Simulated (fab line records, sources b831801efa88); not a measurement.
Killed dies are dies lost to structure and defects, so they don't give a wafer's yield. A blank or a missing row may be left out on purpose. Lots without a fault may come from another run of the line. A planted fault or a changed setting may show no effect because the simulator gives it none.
Which tool did it? | flow sky130 | 10 lots, 30 wafers sampled, at 6 steps of a route of 708

WHAT THE GAUGES READ, wafer by wafer
SKY_POLY_GATE_THK_MEAS_21.
lot  | measured     | on            | POLY_GATE_OXIDATION_THK (nm)
L509 | day 16 07:53 | film_metro-02 | 4.01 4.00 4.06
L513 | day 17 23:29 | film_metro-02 | 3.95 3.98 3.99
L514 | day 18 16:50 | film_metro-02 | 3.95 3.87 4.03
L516 | day 19 03:44 | film_metro-02 | 3.97 3.97 3.98
L519 | day 20 15:20 | film_metro-04 | 4.05 4.03 4.00
L525 | day 22 05:17 | film_metro-03 | 3.91 3.99 3.95
L526 | day 22 15:36 | film_metro-02 | 3.98 4.00 4.02
L528 | day 23 15:07 | film_metro-04 | 4.10 4.02 4.13
L530 | day 24 01:18 | film_metro-04 | 3.91 3.95 3.93
L531 | day 24 06:55 | film_metro-02 | 4.00 3.99 3.97

SKY_POLY_GATE_CD_MEAS_22.
lot  | measured     | on        | cd_nm (nm)
L509 | day 16 07:56 | cd_sem-02 | 149.6 157.5 146.4
L513 | day 17 23:35 | cd_sem-02 | 151.6 151.4 152.1
L514 | day 18 16:54 | cd_sem-02 | 152.6 152.6 153.1
L516 | day 19 03:48 | cd_sem-01 | 151.4 152.5 151.7
L519 | day 20 15:25 | cd_sem-02 | 147.3 148.3 150.2
L525 | day 22 05:21 | cd_sem-01 | 153.5 152.7 150.2
L526 | day 22 15:41 | cd_sem-01 | 152.4 150.2 150.1
L528 | day 23 15:18 | cd_sem-01 | 147.6 149.3 150.8
L530 | day 24 01:25 | cd_sem-01 | 152.8 153.5 149.2
L531 | day 24 06:59 | cd_sem-01 | 153.5 150.1 153.3

SKY_LOCAL_INTERCONNECT_RS_MEAS_01: measures by four-point-probe.
lot  | measured     | on            | LOCAL_INTERCONNECT_TIN_RS (ohm/sq)
L509 | day 29 01:19 | film_metro-02 | 14.07 14.25 14.17
L513 | day 30 21:03 | film_metro-01 | 14.11 14.21 14.18
L514 | day 31 06:08 | film_metro-02 | 14.25 14.44 14.26
L516 | day 31 15:01 | film_metro-04 | 14.38 14.09 14.20
L519 | day 32 23:41 | film_metro-01 | 13.99 14.31 14.20
L525 | day 34 08:34 | film_metro-01 | 15.75 14.00 15.91
L526 | day 34 20:19 | film_metro-02 | 14.10 16.01 14.44
L528 | day 35 17:23 | film_metro-02 | 13.94 14.02 13.91
L530 | day 36 01:11 | film_metro-02 | 14.00 14.02 14.12
L531 | day 36 05:07 | film_metro-01 | 14.33 14.07 14.28

SKY_LOCAL_INTERCONNECT_THK_MEAS_02: measures by xrf.
lot  | measured     | on            | LOCAL_INTERCONNECT_TIN_THK (nm)
L509 | day 29 01:26 | film_metro-02 | 99.7 98.8 99.1
L513 | day 30 21:09 | film_metro-01 | 98.6 98.2 98.7
L514 | day 31 06:16 | film_metro-02 | 98.1 97.1 98.2
L516 | day 31 15:08 | film_metro-04 | 97.0 98.7 98.5
L519 | day 32 23:47 | film_metro-01 | 99.7 97.4 97.9
L525 | day 34 08:41 | film_metro-01 | 89.5 99.4 87.8
L526 | day 34 20:25 | film_metro-02 | 98.6 87.4 96.3
L528 | day 35 17:29 | film_metro-02 | 99.5 99.0 99.3
L530 | day 36 01:17 | film_metro-02 | 99.1 99.1 98.5
L531 | day 36 05:14 | film_metro-01 | 97.3 99.7 98.0

WHICH TOOL RAN EACH LOT (tool, then ch and the chambers of the sampled wafers, then the start)
lot  | SKY_POLY_CUT_STRIP_12                | SKY_LOCAL_INTERCONNECT_SPUTTER_00
L509 | plasma_asher-02 ch 0,1, day 24 01:44 | pvd_sputter-03, day 29 01:15
L513 | plasma_asher-02 ch 0,1, day 25 23:25 | pvd_sputter-03, day 30 20:57
L514 | plasma_asher-02 ch 0,1, day 26 09:46 | pvd_sputter-02, day 31 06:04
L516 | plasma_asher-04 ch 0,1, day 26 19:41 | pvd_sputter-02, day 31 14:57
L519 | plasma_asher-03 ch 0,1, day 28 05:17 | pvd_sputter-02, day 32 23:36
L525 | plasma_asher-04 ch 0,1, day 29 17:26 | pvd_sputter-02, day 34 08:30
L526 | plasma_asher-03 ch 0, day 30 03:02   | pvd_sputter-02, day 34 20:13
L528 | plasma_asher-03 ch 0,1, day 31 01:59 | pvd_sputter-01, day 35 17:18
L530 | plasma_asher-02 ch 0,1, day 31 10:13 | pvd_sputter-03, day 36 01:04
L531 | plasma_asher-04 ch 0,1, day 31 15:31 | pvd_sputter-03, day 36 05:04
- SKY_POLY_CUT_STRIP_12: strips in O2/N2.
- SKY_LOCAL_INTERCONNECT_SPUTTER_00: material TiN, target thk 100 nm, time 83.3 s.

WHAT THE TOOLS THEMSELVES READ (means of the sampled wafers that have a number; where no wafer has one, the mark that the record gives instead)
SKY_POLY_CUT_STRIP_12.
lot  | tool            | chamber_pressure_mTorr (mTorr) | drypump_motor_current_A (A) | oes_product_au (a.u.) | strip_time_to_endpoint_s (s)
L509 | plasma_asher-02 | 1500.0                         | 6.3                         | 0.451                 | 5.356
L513 | plasma_asher-02 | 1500.1                         | 6.3                         | 0.450                 | 5.351
L514 | plasma_asher-02 | 1500.1                         | 6.3                         | 0.451                 | 5.369
L516 | plasma_asher-04 | 1499.4                         | 5.8                         | 0.454                 | 5.347
L519 | plasma_asher-03 | 1499.6                         | 5.7                         | 0.450                 | 5.365
L525 | plasma_asher-04 | 1500.1                         | 5.9                         | 0.452                 | 5.357
L526 | plasma_asher-03 | 1497.7                         | 5.4                         | 0.452                 | 5.355
L528 | plasma_asher-03 | 1499.3                         | 5.7                         | 0.449                 | 5.358
L530 | plasma_asher-02 | 1498.7                         | 6.0                         | 0.454                 | 5.357
L531 | plasma_asher-04 | 1499.6                         | 5.9                         | 0.457                 | 5.359

SKY_LOCAL_INTERCONNECT_SPUTTER_00.
lot  | tool           | throttle_valve_pct (%)
L509 | pvd_sputter-03 | 30.5
L513 | pvd_sputter-03 | 29.7
L514 | pvd_sputter-02 | 30.2
L516 | pvd_sputter-02 | 29.9
L519 | pvd_sputter-02 | 30.0
L525 | pvd_sputter-02 | 30.0
L526 | pvd_sputter-02 | 29.8
L528 | pvd_sputter-01 | 29.9
L530 | pvd_sputter-03 | 29.9
L531 | pvd_sputter-03 | 29.8

THE ANSWER, worked out from the rows above alone
Rule: what is usual is taken from the lots themselves. Put in order of their means at a reading, lots are off if they are a third of the lots or fewer, leave a main group of 4 or more, and stand apart from it by a gap of 3 or more times the standard deviation of the main group's means; of several such gaps the widest counts. A main group whose means are all the same, to the digits that the tables above print for the reading, isn't used. A lot without any number at a reading at which 4 lots or more have one is off too. The other lots that the step has rows for count as sound. The gauges are gone through in route order, then the tools' own readings, and for those a lot's mean is taken as printed above. The first step at which some lot is off is used, and at that step the reading that is off furthest; a lot without a number counts as furthest.
Off: L525, L526, at SKY_LOCAL_INTERCONNECT_RS_MEAS_01 (LOCAL_INTERCONNECT_TIN_RS). The main group: mean 14.16 ohm/sq, standard deviation 0.1.
A tool fits if, at a process step before that reading, it ran every lot that is off, and no sound lot after the first of them. The gauges at SKY_LOCAL_INTERCONNECT_RS_MEAS_01 are tried like those tools. One fits: pvd_sputter-02 at SKY_LOCAL_INTERCONNECT_SPUTTER_00. Its last sound lot is L519 (day 32 23:36), its first lot that is off L525 (day 34 08:30): a fault that began between those two fits.

WHAT THE SIMULATOR HAD PUT IN
Process parameter drift: pvd_sputter-02, from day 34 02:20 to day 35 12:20, at SKY_LOCAL_INTERCONNECT_SPUTTER_00. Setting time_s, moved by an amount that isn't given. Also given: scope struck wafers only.
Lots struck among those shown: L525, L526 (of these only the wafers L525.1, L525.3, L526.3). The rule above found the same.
